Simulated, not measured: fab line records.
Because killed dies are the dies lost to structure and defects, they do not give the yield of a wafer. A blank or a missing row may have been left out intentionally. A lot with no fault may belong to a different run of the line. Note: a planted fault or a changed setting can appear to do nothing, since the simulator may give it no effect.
What tool caused it? || flow gf180mcu || 14 lots, 42 wafers sampled, at 5 steps of a route of 602

## WHAT EACH GAUGE READ, for each wafer
GF_STI_CD_MEAS_12: the cd target is 220 nm.
{"lot": "L717", "measured": "day 2 05:26", "on": "cd_sem-01", "cd_nm (nm)": "219.7 219.7 221.1"}
{"lot": "L718", "measured": "day 2 08:40", "on": "cd_sem-02", "cd_nm (nm)": "217.9 218.9 216.9"}
{"lot": "L719", "measured": "day 2 12:22", "on": "cd_sem-01", "cd_nm (nm)": "220.4 220.7 220.6"}
{"lot": "L720", "measured": "day 2 16:26", "on": "cd_sem-02", "cd_nm (nm)": "220.2 221.6 219.2"}
{"lot": "L721", "measured": "day 2 23:56", "on": "cd_sem-01", "cd_nm (nm)": "220.6 220.5 220.3"}
{"lot": "L724", "measured": "day 3 13:54", "on": "cd_sem-01", "cd_nm (nm)": "219.3 218.3 220.0"}
{"lot": "L726", "measured": "day 4 03:17", "on": "cd_sem-01", "cd_nm (nm)": "218.7 217.9 219.7"}
{"lot": "L727", "measured": "day 4 05:29", "on": "cd_sem-01", "cd_nm (nm)": "219.3 219.8 219.2"}
{"lot": "L728", "measured": "day 4 09:49", "on": "cd_sem-01", "cd_nm (nm)": "219.8 221.3 219.9"}
{"lot": "L729", "measured": "day 4 15:33", "on": "cd_sem-02", "cd_nm (nm)": "218.5 219.1 219.7"}
{"lot": "L733", "measured": "day 5 11:31", "on": "cd_sem-01", "cd_nm (nm)": "222.1 221.8 221.5"}
{"lot": "L734", "measured": "day 5 17:35", "on": "cd_sem-01", "cd_nm (nm)": "221.7 220.5 221.5"}
{"lot": "L739", "measured": "day 6 18:20", "on": "cd_sem-01", "cd_nm (nm)": "221.9 220.7 221.1"}
{"lot": "L740", "measured": "day 6 23:09", "on": "cd_sem-02", "cd_nm (nm)": "220.5 219.9 220.9"}

GF_NWELL_TW_MEAS_11.
{"lot": "L717", "measured": "day 3 12:45", "on": "film_metro-01", "NWELL_TW": "1576 1577 1577"}
{"lot": "L718", "measured": "day 3 15:56", "on": "film_metro-03", "NWELL_TW": "1563 1567 1570"}
{"lot": "L719", "measured": "day 3 21:57", "on": "film_metro-03", "NWELL_TW": "1556 1565 1567"}
{"lot": "L720", "measured": "day 4 02:38", "on": "film_metro-02", "NWELL_TW": "1572 1574 1570"}
{"lot": "L721", "measured": "day 4 10:22", "on": "film_metro-03", "NWELL_TW": "1560 1568 1573"}
{"lot": "L724", "measured": "day 4 21:18", "on": "film_metro-02", "NWELL_TW": "1564 1566 1572"}
{"lot": "L726", "measured": "day 5 13:06", "on": "film_metro-01", "NWELL_TW": "1585 1587 1588"}
{"lot": "L727", "measured": "day 5 14:38", "on": "film_metro-01", "NWELL_TW": "1592 1589 1594"}
{"lot": "L728", "measured": "day 5 17:38", "on": "film_metro-03", "NWELL_TW": "1548 1551 1555"}
{"lot": "L729", "measured": "day 6 02:20", "on": "film_metro-02", "NWELL_TW": "1547 1567 1562"}
{"lot": "L733", "measured": "day 6 22:33", "on": "film_metro-02", "NWELL_TW": "1488 1487 1491 1486 1497 1490"}
{"lot": "L734", "measured": "day 7 04:34", "on": "film_metro-03", "NWELL_TW": "1495 1486 1492 1492 1494 1489"}
{"lot": "L739", "measured": "day 8 07:17", "on": "film_metro-01", "NWELL_TW": "1589 1593 1586"}
{"lot": "L740", "measured": "day 8 12:43", "on": "film_metro-03", "NWELL_TW": "1562 1567 1556"}

GF_VT_IMPLANT_OVL_MEAS_29.
{"lot": "L717", "measured": "day 7 02:15", "on": "overlay-02", "VT_IMPLANT_02_OVL (nm)": "-1.0 -1.6 -2.0"}
{"lot": "L718", "measured": "day 7 05:01", "on": "overlay-01", "VT_IMPLANT_02_OVL (nm)": "-1.4 -2.1 -2.0"}
{"lot": "L719", "measured": "day 7 12:32", "on": "overlay-02", "VT_IMPLANT_02_OVL (nm)": "-4.6 -5.0 -2.4"}
{"lot": "L720", "measured": "day 7 18:35", "on": "overlay-01", "VT_IMPLANT_02_OVL (nm)": "-6.5 -7.4 -5.5"}
{"lot": "L721", "measured": "day 8 03:56", "on": "overlay-02", "VT_IMPLANT_02_OVL (nm)": "-2.7 -1.2 0.6"}
{"lot": "L724", "measured": "day 8 16:08", "on": "overlay-02", "VT_IMPLANT_02_OVL (nm)": "-1.6 -1.1 0.6"}
{"lot": "L726", "measured": "day 9 11:08", "on": "overlay-01", "VT_IMPLANT_02_OVL (nm)": "0.4 -0.7 -0.5"}
{"lot": "L727", "measured": "day 9 15:40", "on": "overlay-02", "VT_IMPLANT_02_OVL (nm)": "-2.9 -1.5 -2.8"}
{"lot": "L728", "measured": "day 9 18:38", "on": "overlay-01", "VT_IMPLANT_02_OVL (nm)": "-0.3 0.3 0.0"}
{"lot": "L729", "measured": "day 10 03:40", "on": "overlay-01", "VT_IMPLANT_02_OVL (nm)": "-2.3 -2.3 -1.2"}
{"lot": "L733", "measured": "day 11 05:31", "on": "overlay-02", "VT_IMPLANT_02_OVL (nm)": "-2.7 -1.3 -2.9"}
{"lot": "L734", "measured": "day 11 13:04", "on": "overlay-02", "VT_IMPLANT_02_OVL (nm)": "1.2 -0.3 -0.9"}
{"lot": "L739", "measured": "day 12 22:15", "on": "overlay-01", "VT_IMPLANT_02_OVL (nm)": "1.2 -0.2 -0.6"}
{"lot": "L740", "measured": "day 13 03:04", "on": "overlay-01", "VT_IMPLANT_02_OVL (nm)": "-1.4 -2.5 -1.9"}

## TOOL THAT RAN EACH LOT (tool first, then ch and the chambers of the sampled wafers, then the start)
{"lot": "L717", "GF_NWELL_IMPLANT_09": "implanter-03 ch 0, day 3 12:31", "GF_VT_IMPLANT_STRIP_20": "plasma_asher-04 ch 0,1, day 6 11:17"}
{"lot": "L718", "GF_NWELL_IMPLANT_09": "implanter-02 ch 0, day 3 15:44", "GF_VT_IMPLANT_STRIP_20": "plasma_asher-03 ch 0,1, day 6 14:01"}
{"lot": "L719", "GF_NWELL_IMPLANT_09": "implanter-02 ch 0, day 3 21:44", "GF_VT_IMPLANT_STRIP_20": "plasma_asher-04 ch 0,1, day 6 21:19"}
{"lot": "L720", "GF_NWELL_IMPLANT_09": "implanter-03 ch 0, day 4 02:23", "GF_VT_IMPLANT_STRIP_20": "plasma_asher-04 ch 0,1, day 7 03:38"}
{"lot": "L721", "GF_NWELL_IMPLANT_09": "implanter-02 ch 0, day 4 10:07", "GF_VT_IMPLANT_STRIP_20": "plasma_asher-01 ch 0,1, day 7 11:56"}
{"lot": "L724", "GF_NWELL_IMPLANT_09": "implanter-04 ch 0, day 4 21:04", "GF_VT_IMPLANT_STRIP_20": "plasma_asher-03 ch 0,1, day 8 00:17"}
{"lot": "L726", "GF_NWELL_IMPLANT_09": "implanter-02 ch 0, day 5 12:53", "GF_VT_IMPLANT_STRIP_20": "plasma_asher-03 ch 0,1, day 8 18:49"}
{"lot": "L727", "GF_NWELL_IMPLANT_09": "implanter-03 ch 0, day 5 14:24", "GF_VT_IMPLANT_STRIP_20": "plasma_asher-01 ch 0,1, day 8 22:14"}
{"lot": "L728", "GF_NWELL_IMPLANT_09": "implanter-02 ch 0, day 5 17:23", "GF_VT_IMPLANT_STRIP_20": "plasma_asher-04 ch 0,1, day 9 01:14"}
{"lot": "L729", "GF_NWELL_IMPLANT_09": "implanter-03 ch 0, day 6 02:06", "GF_VT_IMPLANT_STRIP_20": "plasma_asher-03 ch 0,1, day 9 10:04"}
{"lot": "L733", "GF_NWELL_IMPLANT_09": "implanter-03, day 6 22:19", "GF_VT_IMPLANT_STRIP_20": "plasma_asher-04 ch 0,1, day 10 10:58"}
{"lot": "L734", "GF_NWELL_IMPLANT_09": "implanter-03, day 7 04:19", "GF_VT_IMPLANT_STRIP_20": "plasma_asher-04 ch 0,1, day 10 18:23"}
{"lot": "L739", "GF_NWELL_IMPLANT_09": "implanter-03 ch 0, day 8 07:02", "GF_VT_IMPLANT_STRIP_20": "plasma_asher-04 ch 0,1, day 12 02:34"}
{"lot": "L740", "GF_NWELL_IMPLANT_09": "implanter-02 ch 0, day 8 12:28", "GF_VT_IMPLANT_STRIP_20": "plasma_asher-03 ch 0,1, day 12 07:37"}
- GF_NWELL_IMPLANT_09
- GF_VT_IMPLANT_STRIP_20: strips in O2/N2.

## AS READ BY THE TOOLS THEMSELVES (means over the sampled wafers that have a number; for cases with no such wafer, the mark the record gives instead)
GF_NWELL_IMPLANT_09.
{"lot": "L717", "tool": "implanter-03", "beam_energy_keV": 159.99, "beam_on_s (s)": 9.94, "tilt_deg (degrees)": 0.001}
{"lot": "L718", "tool": "implanter-02", "beam_energy_keV": 159.98, "beam_on_s (s)": 9.99, "tilt_deg (degrees)": -0.012}
{"lot": "L719", "tool": "implanter-02", "beam_energy_keV": 160.01, "beam_on_s (s)": 9.99, "tilt_deg (degrees)": -0.012}
{"lot": "L720", "tool": "implanter-03", "beam_energy_keV": 159.98, "beam_on_s (s)": 10.14, "tilt_deg (degrees)": 0.009}
{"lot": "L721", "tool": "implanter-02", "beam_energy_keV": 160.01, "beam_on_s (s)": 9.89, "tilt_deg (degrees)": -0.009}
{"lot": "L724", "tool": "implanter-04", "beam_energy_keV": 159.99, "beam_on_s (s)": 10.14, "tilt_deg (degrees)": -0.006}
{"lot": "L726", "tool": "implanter-02", "beam_energy_keV": 160.05, "beam_on_s (s)": 9.89, "tilt_deg (degrees)": -0.013}
{"lot": "L727", "tool": "implanter-03", "beam_energy_keV": 160.00, "beam_on_s (s)": 10.19, "tilt_deg (degrees)": -0.010}
{"lot": "L728", "tool": "implanter-02", "beam_energy_keV": 159.91, "beam_on_s (s)": 9.98, "tilt_deg (degrees)": 0.014}
{"lot": "L729", "tool": "implanter-03", "beam_energy_keV": 159.95, "beam_on_s (s)": 9.88, "tilt_deg (degrees)": 0.037}
{"lot": "L733", "tool": "implanter-03", "beam_energy_keV": "-", "beam_on_s (s)": "-", "tilt_deg (degrees)": "-"}
{"lot": "L734", "tool": "implanter-03", "beam_energy_keV": "-", "beam_on_s (s)": "-", "tilt_deg (degrees)": "-"}
{"lot": "L739", "tool": "implanter-03", "beam_energy_keV": 160.00, "beam_on_s (s)": 10.05, "tilt_deg (degrees)": 0.003}
{"lot": "L740", "tool": "implanter-02", "beam_energy_keV": 159.97, "beam_on_s (s)": 10.01, "tilt_deg (degrees)": -0.008}

GF_VT_IMPLANT_STRIP_20.
{"lot": "L717", "tool": "plasma_asher-04", "chamber_pressure_mTorr (mTorr)": 1499.7, "drypump_motor_current_A (A)": 6.03, "heater_power_w (W)": 340, "oes_product_au (a.u.)": 0.718, "strip_time_to_endpoint_s (s)": 12.63}
{"lot": "L718", "tool": "plasma_asher-03", "chamber_pressure_mTorr (mTorr)": 1499.3, "drypump_motor_current_A (A)": 5.54, "heater_power_w (W)": 327, "oes_product_au (a.u.)": 0.714, "strip_time_to_endpoint_s (s)": 12.62}
{"lot": "L719", "tool": "plasma_asher-04", "chamber_pressure_mTorr (mTorr)": 1501.1, "drypump_motor_current_A (A)": 6.05, "heater_power_w (W)": 338, "oes_product_au (a.u.)": 0.716, "strip_time_to_endpoint_s (s)": 12.57}
{"lot": "L720", "tool": "plasma_asher-04", "chamber_pressure_mTorr (mTorr)": 1500.1, "drypump_motor_current_A (A)": 6.03, "heater_power_w (W)": 341, "oes_product_au (a.u.)": 0.717, "strip_time_to_endpoint_s (s)": 12.59}
{"lot": "L721", "tool": "plasma_asher-01", "chamber_pressure_mTorr (mTorr)": 1499.5, "drypump_motor_current_A (A)": 5.64, "heater_power_w (W)": 356, "oes_product_au (a.u.)": 0.715, "strip_time_to_endpoint_s (s)": 12.64}
{"lot": "L724", "tool": "plasma_asher-03", "chamber_pressure_mTorr (mTorr)": 1498.8, "drypump_motor_current_A (A)": 5.52, "heater_power_w (W)": 327, "oes_product_au (a.u.)": 0.716, "strip_time_to_endpoint_s (s)": 12.59}
{"lot": "L726", "tool": "plasma_asher-03", "chamber_pressure_mTorr (mTorr)": 1499.5, "drypump_motor_current_A (A)": 5.65, "heater_power_w (W)": 311, "oes_product_au (a.u.)": 0.711, "strip_time_to_endpoint_s (s)": 12.64}
{"lot": "L727", "tool": "plasma_asher-01", "chamber_pressure_mTorr (mTorr)": 1500.0, "drypump_motor_current_A (A)": 5.66, "heater_power_w (W)": 323, "oes_product_au (a.u.)": 0.714, "strip_time_to_endpoint_s (s)": 12.61}
{"lot": "L728", "tool": "plasma_asher-04", "chamber_pressure_mTorr (mTorr)": 1500.2, "drypump_motor_current_A (A)": 6.05, "heater_power_w (W)": 334, "oes_product_au (a.u.)": 0.714, "strip_time_to_endpoint_s (s)": 12.60}
{"lot": "L729", "tool": "plasma_asher-03", "chamber_pressure_mTorr (mTorr)": 1500.4, "drypump_motor_current_A (A)": 5.64, "heater_power_w (W)": 307, "oes_product_au (a.u.)": 0.714, "strip_time_to_endpoint_s (s)": 12.61}
{"lot": "L733", "tool": "plasma_asher-04", "chamber_pressure_mTorr (mTorr)": 1498.9, "drypump_motor_current_A (A)": 6.07, "heater_power_w (W)": 331, "oes_product_au (a.u.)": 0.720, "strip_time_to_endpoint_s (s)": 12.63}
{"lot": "L734", "tool": "plasma_asher-04", "chamber_pressure_mTorr (mTorr)": 1500.9, "drypump_motor_current_A (A)": 6.03, "heater_power_w (W)": 331, "oes_product_au (a.u.)": 0.713, "strip_time_to_endpoint_s (s)": 12.59}
{"lot": "L739", "tool": "plasma_asher-04", "chamber_pressure_mTorr (mTorr)": 1501.3, "drypump_motor_current_A (A)": 6.04, "heater_power_w (W)": 337, "oes_product_au (a.u.)": 0.716, "strip_time_to_endpoint_s (s)": 12.60}
{"lot": "L740", "tool": "plasma_asher-03", "chamber_pressure_mTorr (mTorr)": 1500.0, "drypump_motor_current_A (A)": 5.65, "heater_power_w (W)": 306, "oes_product_au (a.u.)": 0.719, "strip_time_to_endpoint_s (s)": 12.60}

## THE ANSWER, worked out from the rows above alone
Rule: what is usual is taken from the lots themselves. Put in order of their means at a reading, lots are off if they are a third of the lots or fewer, leave a main group of 4 or more, and stand apart from it by a gap of 3 or more times the standard deviation of the main group's means; of several such gaps the widest counts. A main group whose means are all the same, to the digits that the tables above print for the reading, isn't used. A lot without any number at a reading at which 4 lots or more have one is off too. Any other lot the step has rows for is counted as sound. First the gauges in route order, then the tools' own readings, where a lot's mean is used as printed above. The first step at which some lot is off is used, and at that step the reading that is off furthest; a lot without a number counts as furthest.
Off: at GF_NWELL_TW_MEAS_11 (NWELL_TW), L733, L734. The main group has a mean of 1571 with a standard deviation of 12.
If a tool, at a process step before that reading, ran all the lots that are off and no sound lot after the first of them, it fits. Not tried: the gauges at GF_NWELL_TW_MEAS_11; whatever is off there is also off at GF_NWELL_IMPLANT_09, on other tools, and gauge error can't account for it. None of those tried fits.

## WHAT THE SIMULATOR PUT IN
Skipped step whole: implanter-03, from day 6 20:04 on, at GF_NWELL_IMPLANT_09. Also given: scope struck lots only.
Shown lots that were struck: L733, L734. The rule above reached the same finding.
